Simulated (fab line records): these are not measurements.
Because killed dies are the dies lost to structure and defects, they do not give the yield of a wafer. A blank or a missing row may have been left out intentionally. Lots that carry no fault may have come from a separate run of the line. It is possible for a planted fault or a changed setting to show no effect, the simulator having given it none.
Split-lot experiment || flow sky130 || 23 wafers read across 5 lots, on a route 708 steps long

## SPLIT DETAILS
At SKY_VT_ADJUST_HVTP_SOFTBAKE_03 (time 60 s), the setting temp_c was moved away from the recipe's 90 C on 10 of the 23 wafers read, by -3.8% to +1.4%. This setting was run at the recipe's value on the other wafers.

## FROM THE SPLIT TO THE READING: what the file shows between them, 2 steps
- SKY_VT_ADJUST_HVTP_EXPOSE_04: exposes mask HVTPM, target cd 380 nm
- SKY_VT_ADJUST_HVTP_PEB_05

## THE READING
NOVOLAK_of_VT_ADJUST_HVTP_COAT_02.thk_nm (the simulator's own value, which no gauge read), in nm, at SKY_VT_ADJUST_HVTP_DEVELOP_06 (develop time 57.77 s). The file does not state a usual value for it. Average 1140 nm, standard deviation 2 nm, over the 13 wafers here run with the recipe.

{"wafer": "L075.1", "tool, chamber at the split": "litho_track-03, 0", "temp_c as run, C": 90, "against the recipe": "recipe", "NOVOLAK_of_VT_ADJUST_HVTP_COAT_02.thk_nm, nm": 1141, "against lot-mates on the recipe": "-"}
{"wafer": "L075.3", "tool, chamber at the split": "litho_track-03, 0", "temp_c as run, C": 90, "against the recipe": "recipe", "NOVOLAK_of_VT_ADJUST_HVTP_COAT_02.thk_nm, nm": 1141, "against lot-mates on the recipe": "-"}
{"wafer": "L075.2", "tool, chamber at the split": "litho_track-03, 0", "temp_c as run, C": 88.41, "against the recipe": "-1.8%", "NOVOLAK_of_VT_ADJUST_HVTP_COAT_02.thk_nm, nm": 1141, "against lot-mates on the recipe": "+1"}
{"wafer": "L075.5", "tool, chamber at the split": "litho_track-03, 0", "temp_c as run, C": 88.41, "against the recipe": "-1.8%", "NOVOLAK_of_VT_ADJUST_HVTP_COAT_02.thk_nm, nm": 1145, "against lot-mates on the recipe": "+5"}
{"wafer": "L075.6", "tool, chamber at the split": "litho_track-03, 0", "temp_c as run, C": 90, "against the recipe": "recipe", "NOVOLAK_of_VT_ADJUST_HVTP_COAT_02.thk_nm, nm": 1138, "against lot-mates on the recipe": "-"}
{"wafer": "L076.2", "tool, chamber at the split": "litho_track-04, 0", "temp_c as run, C": 90, "against the recipe": "recipe", "NOVOLAK_of_VT_ADJUST_HVTP_COAT_02.thk_nm, nm": 1137, "against lot-mates on the recipe": "-"}
{"wafer": "L076.3", "tool, chamber at the split": "litho_track-04, 0", "temp_c as run, C": 90, "against the recipe": "recipe", "NOVOLAK_of_VT_ADJUST_HVTP_COAT_02.thk_nm, nm": 1144, "against lot-mates on the recipe": "-"}
{"wafer": "L076.4", "tool, chamber at the split": "litho_track-04, 0", "temp_c as run, C": 86.64, "against the recipe": "-3.7%", "NOVOLAK_of_VT_ADJUST_HVTP_COAT_02.thk_nm, nm": 1151, "against lot-mates on the recipe": "+10"}
{"wafer": "L076.5", "tool, chamber at the split": "litho_track-04, 0", "temp_c as run, C": 86.64, "against the recipe": "-3.7%", "NOVOLAK_of_VT_ADJUST_HVTP_COAT_02.thk_nm, nm": 1152, "against lot-mates on the recipe": "+12"}
{"wafer": "L076.6", "tool, chamber at the split": "litho_track-04, 0", "temp_c as run, C": 86.64, "against the recipe": "-3.7%", "NOVOLAK_of_VT_ADJUST_HVTP_COAT_02.thk_nm, nm": 1146, "against lot-mates on the recipe": "+6"}
{"wafer": "L079.3", "tool, chamber at the split": "litho_track-03, 0", "temp_c as run, C": 90, "against the recipe": "recipe", "NOVOLAK_of_VT_ADJUST_HVTP_COAT_02.thk_nm, nm": 1140, "against lot-mates on the recipe": "-"}
{"wafer": "L079.5", "tool, chamber at the split": "litho_track-03, 0", "temp_c as run, C": 90, "against the recipe": "recipe", "NOVOLAK_of_VT_ADJUST_HVTP_COAT_02.thk_nm, nm": 1141, "against lot-mates on the recipe": "-"}
{"wafer": "L079.6", "tool, chamber at the split": "litho_track-03, 0", "temp_c as run, C": 90, "against the recipe": "recipe", "NOVOLAK_of_VT_ADJUST_HVTP_COAT_02.thk_nm, nm": 1138, "against lot-mates on the recipe": "-"}
{"wafer": "L082.1", "tool, chamber at the split": "litho_track-03, 0", "temp_c as run, C": 90, "against the recipe": "recipe", "NOVOLAK_of_VT_ADJUST_HVTP_COAT_02.thk_nm, nm": 1143, "against lot-mates on the recipe": "-"}
{"wafer": "L082.2", "tool, chamber at the split": "litho_track-03, 0", "temp_c as run, C": 90, "against the recipe": "recipe", "NOVOLAK_of_VT_ADJUST_HVTP_COAT_02.thk_nm, nm": 1141, "against lot-mates on the recipe": "-"}
{"wafer": "L082.3", "tool, chamber at the split": "litho_track-03, 0", "temp_c as run, C": 86.57, "against the recipe": "-3.8%", "NOVOLAK_of_VT_ADJUST_HVTP_COAT_02.thk_nm, nm": 1151, "against lot-mates on the recipe": "+9"}
{"wafer": "L082.4", "tool, chamber at the split": "litho_track-03, 0", "temp_c as run, C": 90, "against the recipe": "recipe", "NOVOLAK_of_VT_ADJUST_HVTP_COAT_02.thk_nm, nm": 1142, "against lot-mates on the recipe": "-"}
{"wafer": "L082.5", "tool, chamber at the split": "litho_track-03, 0", "temp_c as run, C": 86.57, "against the recipe": "-3.8%", "NOVOLAK_of_VT_ADJUST_HVTP_COAT_02.thk_nm, nm": 1159, "against lot-mates on the recipe": "+17"}
{"wafer": "L084.1", "tool, chamber at the split": "litho_track-01, 0", "temp_c as run, C": 91.3, "against the recipe": "+1.4%", "NOVOLAK_of_VT_ADJUST_HVTP_COAT_02.thk_nm, nm": 1135, "against lot-mates on the recipe": -4}
{"wafer": "L084.2", "tool, chamber at the split": "litho_track-01, 0", "temp_c as run, C": 91.3, "against the recipe": "+1.4%", "NOVOLAK_of_VT_ADJUST_HVTP_COAT_02.thk_nm, nm": 1132, "against lot-mates on the recipe": -8}
{"wafer": "L084.4", "tool, chamber at the split": "litho_track-01, 0", "temp_c as run, C": 90, "against the recipe": "recipe", "NOVOLAK_of_VT_ADJUST_HVTP_COAT_02.thk_nm, nm": 1138, "against lot-mates on the recipe": "-"}
{"wafer": "L084.5", "tool, chamber at the split": "litho_track-01, 0", "temp_c as run, C": 90, "against the recipe": "recipe", "NOVOLAK_of_VT_ADJUST_HVTP_COAT_02.thk_nm, nm": 1141, "against lot-mates on the recipe": "-"}
{"wafer": "L084.6", "tool, chamber at the split": "litho_track-01, 0", "temp_c as run, C": 91.3, "against the recipe": "+1.4%", "NOVOLAK_of_VT_ADJUST_HVTP_COAT_02.thk_nm, nm": 1137, "against lot-mates on the recipe": -2}

THE FIT
A straight line over all 23 wafers: NOVOLAK_of_VT_ADJUST_HVTP_COAT_02.thk_nm changes by -3.09 nm for each +1% of temp_c; r = -0.89; the points scatter about the line by 2.9 nm.
The same after taking each lot's own level away (the mean of its wafers on the recipe; 23 wafers): -2.86 nm for each +1%; r = -0.90; scatter 2.6 nm.
Per that fit: largest temp_c move, reading shift of 11 nm.
The lots' own levels span 1139.5 to 1142.0 nm, that is 1.2 times the standard deviation above.
Hence the lot-to-lot level has little effect on the slope; both slopes agree.
Check: +11 nm against its lot-mates is what the line predicts for one of the wafers moved furthest among these (-3.8%) when that wafer is left out of the fit. It came out at +9 nm against them.

## FILE'S OWN FIT
NOVOLAK_of_VT_ADJUST_HVTP_COAT_02.thk_nm changes by -2.79 nm for each +1% of temp_c, r = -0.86.
